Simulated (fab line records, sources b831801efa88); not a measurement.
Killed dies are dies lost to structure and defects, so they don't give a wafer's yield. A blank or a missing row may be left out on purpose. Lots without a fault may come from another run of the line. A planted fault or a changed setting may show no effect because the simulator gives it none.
fab line records | flow sky130
record lots=14 wafers=42 last_day=50
route steps=708 shown VT_ADJUST_LVTN@118 SONOS_ONO@185 POLY_GATE@226 LDD_N@254
lots that met no fault: from a run of the same line without faults
start_h: hours from the record's first day to the start of the lot's first wafer shown | wait_h: hours since the lot's step before | " the same as in the row above | L1.1+2: a row that stands for several wafers | - no value, or no start given | * or withheld: withheld | < > ~ a bound
route shown NAME@n: a module of which the file shows steps, and the number in the route of the first | usual: mean/standard deviation of fault-free wafers | same: alike in all rows | chamber/n: place in a boat | sites: the reading at each site | _std_site: their standard deviation | _edge_site: outer sites' mean less inner sites' | radius_mm: how far each site lies from the wafer's centre | mask NAME#n: copy n | behind: the tool/chamber that last shaped the wafer | hold: why the lot was held/for how many hours/how that ended | device: the transistor (n, p or np) that didn't switch | end of line: the same wafers' tests at the end of the route | a step without rows: its recipe alone | killed: dies lost to structure and defects at the first sort, not the wafer's yield | map: a wafer's dies, x killed, . not, _ none there
set.NAME: the setting as run; set.NAME@STEP: as run at that earlier step | model.NAME: the simulator's own value behind a step, which no gauge read
steps of the route over a sample of lots; a table a step, a row a wafer
services: from which hour (start_h, from the record's first day; less than 0 if before it) a tool's chamber was out of use, for how many hours, and why
## steps
# step SKY_VT_ADJUST_LVTN_TW_MEAS_21
# usual VT_ADJUST_LVTN_2_TW=188.8/1.9
# columns lot.wafer tool chamber start_h wait_h VT_ADJUST_LVTN_2_TW
L328.4 film_metro-04 - 166.85 0.1 189.7
L328.5 " - " " 188.6
L328.6 " - " " 188.9
L330.1 film_metro-03 - 194.04 0.1 187.7
L330.4 " - " " 186.5
L330.6 " - " " 186.7
L332.2 film_metro-02 - 197.78 0.1 189.7
L332.5 " - " " 190.7
L332.6 " - " " 191.0
L333.2 film_metro-03 - 211.07 0.1 186.5
L333.4 " - " " 186.7
L333.6 " - " " 187.4
L334.2 film_metro-03 - 226.32 0.1 186.5
L334.4 " - " " 187.3
L334.5 " - " " 186.6
L335.3 film_metro-04 - 229.14 0.1 188.0
L335.5 " - " " 188.8
L335.6 " - " " 188.4
L338.2 film_metro-04 - 241.30 0.1 189.4
L338.3 " - " " 189.4
L338.5 " - " " 189.7
L341.1 film_metro-03 - 251.01 0.1 185.8
L341.4 " - " " 187.6
L341.6 " - " " 185.5
L346.3 film_metro-03 - 293.93 0.1 185.9
L346.5 " - " " 187.7
L346.6 " - " " 187.5
L348.1 film_metro-02 - 299.96 0.1 191.6
L348.3 " - " " 191.6
L348.5 " - " " 191.4
L347.1 film_metro-04 - 300.64 0.1 188.1
L347.2 " - " " 188.8
L347.4 " - " " 189.2
L349.2 film_metro-02 - 306.13 0.1 191.6
L349.3 " - " " 191.3
L349.5 " - " " 191.7
L350.1 film_metro-02 - 308.84 0.1 191.7
L350.2 " - " " 192.5
L350.4 " - " " 190.7
L351.1 film_metro-03 - 320.87 0.1 188.0
L351.4 " - " " 188.4
L351.5 " - " " 186.5
# step SKY_SONOS_ONO_STRIP_17
# recipe chemistry=O2/N2 power_w=1400 pressure_mtorr=1500 platen_temp_c=withheld o2_flow_sccm=3000 n2_flow_sccm=300 overash_fraction=0.5
# usual drypump_motor_current_A=5.9/0.36 oes_product_au=0.709/0.0048 strip_time_to_endpoint_s=14.11/0.044
# columns lot.wafer tool chamber start_h wait_h drypump_motor_current_A oes_product_au rf_hours_counter_h strip_time_to_endpoint_s
L328.4 plasma_asher-03 1 288.77 0.0 6.0 0.714 - 14.13
L328.5 " 1 " " 6.1 0.714 - 14.17
L328.6 " 0 " " 6.5 0.704 - 14.16
L330.1 plasma_asher-01 1 317.44 0.0 6.2 0.716 20 14.10
L330.4 " 1 " " 6.2 0.701 - 14.06
L330.6 " 0 " " 5.5 0.710 - 14.09
L332.2 plasma_asher-02 0 324.02 0.0 5.6 0.714 61 14.08
L332.5 " 1 " " 5.6 0.710 - 14.06
L332.6 " 0 " " 5.6 0.709 - 14.10
L333.2 plasma_asher-03 0 339.17 0.0 6.5 0.701 54 14.06
L333.4 " 1 " " 6.1 0.707 - 14.07
L333.6 " 1 " " 6.1 0.701 - 14.06
L334.2 plasma_asher-03 0 355.65 0.0 6.5 0.707 56 14.00
L334.4 " 1 " " 6.1 0.721 - 14.04
L334.5 " 0 " " 6.5 0.703 - 14.01
L335.3 plasma_asher-02 0 360.70 0.0 5.6 0.710 - 14.11
L335.5 " 0 " " 5.6 0.709 - 14.09
L335.6 " 1 " " 5.6 0.706 - 14.09
L338.2 plasma_asher-02 0 374.44 0.0 5.6 0.707 66 14.16
L338.3 " 0 " " 5.6 0.705 - 14.11
L338.5 " 0 " " 5.6 0.708 - 14.11
L341.1 plasma_asher-02 0 385.24 0.0 5.6 0.709 67 14.12
L341.4 " 0 " " 5.6 0.710 - 14.07
L341.6 " 1 " " 5.6 0.714 - 14.16
L346.3 plasma_asher-02 1 436.97 0.0 5.6 0.710 - 14.17
L346.5 " 1 " " 5.6 0.706 - 14.13
L346.6 " 0 " " 5.6 0.708 - 14.18
L348.1 plasma_asher-03 1 444.54 0.0 6.1 0.712 65 14.16
L348.3 " 1 " " 6.1 0.716 - 14.12
L348.5 " 1 " " 6.1 0.704 - 14.07
L347.1 plasma_asher-02 0 444.84 0.0 5.6 0.698 1 14.11
L347.2 " 1 " " 5.6 0.713 1 14.10
L347.4 " 0 " " 5.6 0.708 - 14.08
L349.2 plasma_asher-02 0 458.09 0.0 5.6 0.712 2 14.10
L349.3 " 0 " " 5.6 0.709 - 14.11
L349.5 " 0 " " 5.6 0.714 - 14.10
L350.1 plasma_asher-03 1 458.34 0.0 6.1 0.707 66 14.10
L350.2 " 0 " " 6.5 0.710 66 14.08
L350.4 " 1 " " 6.1 0.711 - 14.12
L351.1 plasma_asher-03 1 469.99 0.0 6.0 0.713 67 14.17
L351.4 " 0 " " 6.5 0.716 - 14.14
L351.5 " 0 " " 6.5 0.710 - 14.12
# step SKY_POLY_GATE_DEVELOP_12
# recipe develop_time_s=60 resist=KrF-thick dev_temp_c=21
# usual chill_plate_temp_C=23.00/0.12 develop_time_s=60/0
# columns lot.wafer tool chamber start_h wait_h chill_plate_temp_C develop_time_s
L328.4 litho_track-01 0 374 - 22.90 60
L328.5 " 0 " " 22.92 60
L328.6 " 0 " " 23.08 60
L330.1 litho_track-02 0 406 - 23.00 60
L330.4 " 0 " " 23.07 60
L330.6 " 0 " " 23.06 60
L332.2 litho_track-02 0 414 - 22.74 60
L332.5 " 0 " " 22.86 60
L332.6 " 0 " " 22.89 60
L333.2 litho_track-02 0 431 - 22.91 60
L333.4 " 0 " " 23.01 60
L333.6 " 0 " " 22.92 60
L334.2 litho_track-03 0 455 - 22.95 60
L334.4 " 0 " " 22.96 60
L334.5 " 0 " " 23.06 60
L335.3 litho_track-02 0 458 - 22.76 60
L335.5 " 0 " " 22.86 60
L335.6 " 0 " " 22.84 60
L338.2 litho_track-01 0 472 - 23.02 60
L338.3 " 0 " " 23.00 60
L338.5 " 0 " " 23.11 60
L341.1 litho_track-03 0 483 - 23.00 60
L341.4 " 0 " " 23.15 60
L341.6 " 0 " " 22.96 60
L346.3 litho_track-01 - 536 - - -
L346.5 " - " " - -
L346.6 " - " " - -
L348.1 litho_track-02 0 540 - 23.12 60
L348.3 " 0 " " 23.15 60
L348.5 " 0 " " 23.28 60
L347.1 litho_track-01 - 543 - - -
L347.2 " - " " - -
L347.4 " - " " - -
L349.2 litho_track-03 0 557 - 22.94 60
L349.3 " 0 " " 23.11 60
L349.5 " 0 " " 23.03 60
L350.1 litho_track-02 0 558 - 23.04 60
L350.2 " 0 " " 22.91 60
L350.4 " 0 " " 23.13 60
L351.1 litho_track-02 0 567 - 23.06 60
L351.4 " 0 " " 23.15 60
L351.5 " 0 " " 23.33 60
# step SKY_LDD_N_TW_MEAS_17
# usual LDD_N_TW=2596/23
# columns lot.wafer tool chamber start_h wait_h LDD_N_TW
L328.4 film_metro-01 - 408.39 0.1 2575
L328.5 " - " " 2602
L328.6 " - " " 2580
L330.1 film_metro-03 - 441.31 0.1 2540
L330.4 " - " " 2568
L330.6 " - " " 2553
L332.2 film_metro-03 - 447.97 0.1 2548
L332.5 " - " " 2552
L332.6 " - " " 2569
L333.2 film_metro-03 - 467.53 0.1 2582
L333.4 " - " " 2578
L333.6 " - " " 2561
L334.2 film_metro-02 - 489.83 0.1 2628
L334.4 " - " " 2629
L334.5 " - " " 2629
L335.3 film_metro-03 - 494.31 0.1 2588
L335.5 " - " " 2591
L335.6 " - " " 2590
L338.2 film_metro-01 - 506.45 0.1 2596
L338.3 " - " " 2594
L338.5 " - " " 2608
L341.1 film_metro-02 - 517.36 0.1 2624
L341.4 " - " " 2636
L341.6 " - " " 2624
L348.1 film_metro-03 - 572.76 0.1 2563
L348.3 " - " " 2575
L348.5 " - " " 2562
L349.2 film_metro-03 - 590.92 0.1 2572
L349.3 " - " " 2574
L349.5 " - " " 2569
L350.1 film_metro-02 - 591.41 0.1 2607
L350.2 " - " " 2617
L350.4 " - " " 2599
L351.1 film_metro-01 - 600.64 0.1 2586
L351.4 " - " " 2584
L351.5 " - " " 2586
## services
# columns tool chamber start_h hours kind
plasma_asher-01 - 294.22 22.6 pm
litho_track-02 - 309.27 - consumable_replace:filter
plasma_asher-01 - 328.56 1.8 repair
plasma_asher-01 - 338.41 5.7 repair
plasma_asher-01 - 401.96 5.5 repair
plasma_asher-02 - 421.25 9.0 pm
plasma_asher-02 0 421.25 9.0 vent_cycle
plasma_asher-02 1 421.25 9.0 vent_cycle
plasma_asher-02 0 430.25 - clean
plasma_asher-02 1 430.25 - clean
plasma_asher-01 - 455.59 0.7 repair
plasma_asher-03 - 465.74 1.2 repair
plasma_asher-03 - 561.76 9.4 repair
## key
first_sign step=SKY_POLY_GATE_DEVELOP_12 reading=tool_record direction=missing
effect none on later readings
met_at SKY_POLY_GATE_DEVELOP_12
struck_lots L346,L347
later_rows_left_out L346.3,L346.5,L346.6,L347.1,L347.2,L347.4
sort_left_out L346.3,L346.5,L346.6,L347.1,L347.2,L347.4
tester_left_out L346,L347
not_acting_at SKY_VT_ADJUST_LVTN_TW_MEAS_21,SKY_SONOS_ONO_STRIP_17,SKY_LDD_N_TW_MEAS_17
onset_between 472 536
fault kind=skipped_step_whole tool=litho_track-01 chamber=- onset_h=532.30 steps=SKY_POLY_GATE_DEVELOP_12 scope=struck_lots_only
# tester_left_out: of these lots the tester's yield and bins aren't shown, on N5 and GAA mostly nor the transistor test; their killed dies are dies lost to structure and defects alone, not to doping, threshold or leakage, so they don't give the yield
# sort_left_out: the simulated sort isn't trusted on such a fault, so these wafers' sort isn't shown, and their yield isn't known
# later_rows_left_out: the simulator's readings of these wafers behind a module that went badly wrong aren't trusted and aren't shown, but for the sort
